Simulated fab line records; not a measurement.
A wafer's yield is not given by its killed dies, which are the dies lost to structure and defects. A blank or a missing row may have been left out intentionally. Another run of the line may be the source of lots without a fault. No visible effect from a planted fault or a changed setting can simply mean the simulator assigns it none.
Matching of chambers ; flow gf180mcu ; GF_V2_CVD_02 on pecvd-04 has 3 sister chambers
The step deposits SiO2 from TEOS, target thk 850 nm, time 94.851 s. 6 wafers are shown with their chamber, then 10 later ones without.

EACH WAFER AND ITS CHAMBER
wafer;chamber;heaterPowerW (W)
L085.1;0;612
L085.4;2;611
L088.5;1;780
L088.6;0;587
L092.3;2;616
L092.4;1;806

WAFERS WITH NO CHAMBER GIVEN
wafer;heaterPowerW (W)
L092.6;602
L093.1;603
L093.5;651
L093.6;636
L095.1;813
L095.4;659
L095.5;631
L096.2;830
L096.4;533
L096.5;620

WHICH CHAMBER EACH ONE RAN IN
wafer;from the rows above;in truth
L092.6;can't be placed: 0 or 2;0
L093.1;can't be placed: 0 or 2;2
L093.5;can't be placed: 2 or 0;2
L093.6;can't be placed: 2 or 0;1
L095.1;1;1
L095.4;can't be placed: 2 or 0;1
L095.5;can't be placed: 2 or 0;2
L096.2;1;1
L096.4;can't be placed: 0 or 2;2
L096.5;can't be placed: 2 or 0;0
2 of 10 placed correctly. Can't be placed from these rows: 8 (the true chamber is among the candidates in 6). Number placed wrongly: 0.
How it was worked out, from the rows above alone: a wafer's distance from a chamber is the root of the sum, over the readings, of the square of ((its reading less the chamber's mean) divided by the reading's scatter). If the next closest chamber is less than 2 further off than the closest, the wafer can't be placed; otherwise it belongs to the closest. A chamber's mean is the mean of its shown wafers. How the scatter is found: for the shown wafers, subtract from each reading the mean of its chamber, square and add these, divide the total by (wafers less chambers), then take the root.
